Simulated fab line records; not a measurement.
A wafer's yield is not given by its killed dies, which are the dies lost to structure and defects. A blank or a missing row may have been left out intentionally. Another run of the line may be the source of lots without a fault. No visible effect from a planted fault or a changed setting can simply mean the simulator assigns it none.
2 desks, one fault -- flow gf180mcu -- only its own numbers are on each desk; what lay behind them is given at the end

== THE METROLOGY DESK ==
Lot by lot, what the gauges showed, no matter which tool ran the lot: averages of those sampled wafers that carry a number. If a lot's mean is further than 4 standard deviations from the usual mean, the lot is out of limits and carries the mark OUT (the distance appears in the brackets).
Columns: A = V5_W_RS at GF_V5_RS_MEAS_24, usual 0.330 ohm/sq; B = V5_W_THK at GF_V5_THK_MEAS_25, usual 356 nm
lot,first seen here,A,B
L131,day 27 00:37,0.326,361
L132,day 27 08:13,0.328,354
L133,day 27 17:19,0.327,360
L136,day 28 16:42,0.335,348
L138,day 29 09:22,0.333,354
L141,day 30 12:11,0.333,348
L142,day 30 17:04,0.326,361
L144,day 31 07:53,0.411 (+17) OUT,302 (-8.6) OUT
L152,day 33 07:33,0.327,358
L153,day 33 13:14,0.321,363
L154,day 33 15:50,0.320,366
This desk reports L144 out of limits; the earliest was L144 at day 31 07:53 (V5_W_RS at GF_V5_RS_MEAS_24). L131, L132, L133, L136, L138, L141, L142, L152, L153, L154: within limits.

== DESK OF THE TOOL OWNER: cvd_w-01 ==
The tool's own readings at GF_V5_CVD_23 (deposits W, target thk 350 nm, time 104.9 s): means of the sampled wafers that have a number, for each lot that ran on this tool. If a lot's mean is further than 4 standard deviations from the usual mean, the lot is out of limits and carries the mark OUT (the distance appears in the brackets).
Columns: A = heater_power_outer_w at GF_V5_CVD_23, usual 511 W; B = heater_power_w at GF_V5_CVD_23, usual 807 W
lot,first seen here,A,B
L132,day 27 08:05,526,815
L136,day 28 16:34,522,820
L138,day 29 09:15,519,820
L141,day 30 12:05,520,818
L144,day 31 07:45,518,823
Finding of this desk: none of the 5 lots has anything out of limits.

== TAKEN TOGETHER ==
At day 31 07:53 the metrology desk could have sounded an alarm, on L144.
Nothing out of limits was seen by the tool owner's desk.
On record at the tool owner's desk: L144, within its limits.
GF_V5_CVD_23 was run on cvd_w-01 by each of the lots named.

== WHAT THE SIMULATOR HAD PUT IN ==
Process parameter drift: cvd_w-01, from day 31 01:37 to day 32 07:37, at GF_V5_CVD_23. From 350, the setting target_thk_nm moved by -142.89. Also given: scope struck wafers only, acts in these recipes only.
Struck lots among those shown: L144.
Time in hours between the start of the fault and the first out-of-limits reading at each desk: metrology desk, 6.
